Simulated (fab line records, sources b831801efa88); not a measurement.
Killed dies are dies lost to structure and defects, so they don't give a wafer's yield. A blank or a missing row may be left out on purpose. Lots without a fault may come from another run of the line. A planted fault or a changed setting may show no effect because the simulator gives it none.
Tool commonality check | flow gf180mcu | 12 lots, 36 wafers sampled

WHY IT WAS OPENED
At GF_VT_IMPLANT_TW_MEAS_32 the reading VT_IMPLANT_3_TW is flagged on 1 of 12 lots. Wafers without a fault read 270, standard deviation 3.
Rule: a lot is flagged when every wafer of it that has a number lies more than 4 standard deviations from that mean, or none has a number. The other lots count as sound.

lot  | measured     | on            | VT_IMPLANT_3_TW, wafer by wafer | flag
L823 | day 6 20:24  | film_metro-02 | 270 271 271                     |
L824 | day 7 01:57  | film_metro-03 | 266 267 266                     |
L825 | day 7 09:05  | film_metro-02 | 273 272 272                     |
L826 | day 7 15:13  | film_metro-01 | 270 270 270                     |
L828 | day 8 05:38  | film_metro-03 | 264 264 264                     |
L830 | day 8 20:45  | film_metro-02 | 275 274 273                     |
L831 | day 9 00:56  | film_metro-02 | 272 273 272                     |
L832 | day 9 09:11  | film_metro-03 | 266 266 266                     |
L834 | day 10 04:25 | film_metro-01 | 272 272 271                     |
L835 | day 10 09:07 | film_metro-03 | 267 266 267                     |
L836 | day 10 14:18 | film_metro-01 | 269 270 270                     |
L838 | day 11 03:29 | film_metro-02 | 30 30 30                        | FLAGGED
The numbers of the flagged lots are 30 on average: -240 against the usual, or -80 standard deviations.

WHICH TOOL RAN EACH LOT
The record holds 1 process step before the reading, out of a route of 602 steps. In each cell: the tool, then ch and the chambers that the sampled wafers went through, then the start.
lot  | flag    | GF_VT_IMPLANT_EXPOSE_26
L823 |         | iline_stepper-01 ch 0, day 6 12:20
L824 |         | iline_stepper-01 ch 0, day 6 18:02
L825 |         | iline_stepper-01 ch 0, day 7 01:20
L826 |         | iline_stepper-02 ch 0, day 7 06:46
L828 |         | iline_stepper-02 ch 0, day 7 20:58
L830 |         | iline_stepper-01 ch 0, day 8 12:04
L831 |         | iline_stepper-02 ch 0, day 8 16:28
L832 |         | iline_stepper-02 ch 0, day 9 00:10
L834 |         | iline_stepper-01 ch 0, day 9 18:41
L835 |         | iline_stepper-02 ch 0, day 10 00:06
L836 |         | iline_stepper-01 ch 0, day 10 05:16
L838 | FLAGGED | iline_stepper-01 ch 0, day 10 18:32
What these steps do:
- GF_VT_IMPLANT_EXPOSE_26: exposes mask LVPWELL HV AREA, target cd 860 nm.
- GF_VT_IMPLANT_TW_MEAS_32

FLAGGED OVER TOTAL, TOOL BY TOOL (the gauges that took the reading come last)
step                     | tool             | lots run | flagged | share of the flagged lots | sound lots run after its first flagged lot
GF_VT_IMPLANT_EXPOSE_26  | iline_stepper-01 | 7        | 1       | all                       | 0
GF_VT_IMPLANT_EXPOSE_26  | iline_stepper-02 | 5        | 0       | none                      | -
GF_VT_IMPLANT_TW_MEAS_32 | film_metro-01    | 3        | 0       | none                      | -
GF_VT_IMPLANT_TW_MEAS_32 | film_metro-02    | 5        | 1       | all                       | 0
GF_VT_IMPLANT_TW_MEAS_32 | film_metro-03    | 4        | 0       | none                      | -

WHAT THE TABLE ALLOWS
2 rows of the table ran every flagged lot: iline_stepper-01 at GF_VT_IMPLANT_EXPOSE_26, film_metro-02 at GF_VT_IMPLANT_TW_MEAS_32.
- iline_stepper-01 at GF_VT_IMPLANT_EXPOSE_26: 1 of its 7 lots flagged. Its last sound lot is L836 (day 10 05:16), its first flagged lot L838 (day 10 18:32): a fault that began between those two fits.
- film_metro-02 at GF_VT_IMPLANT_TW_MEAS_32: 1 of its 5 lots flagged. Its last sound lot is L831 (day 9 00:56), its first flagged lot L838 (day 11 03:29): a fault that began between those two fits.
Counting lots can't tell these 2 tools apart, because each fits a fault that began at some hour. More lots, or a look at what each step does to the wafer, might.

WHAT THE SIMULATOR HAD PUT IN
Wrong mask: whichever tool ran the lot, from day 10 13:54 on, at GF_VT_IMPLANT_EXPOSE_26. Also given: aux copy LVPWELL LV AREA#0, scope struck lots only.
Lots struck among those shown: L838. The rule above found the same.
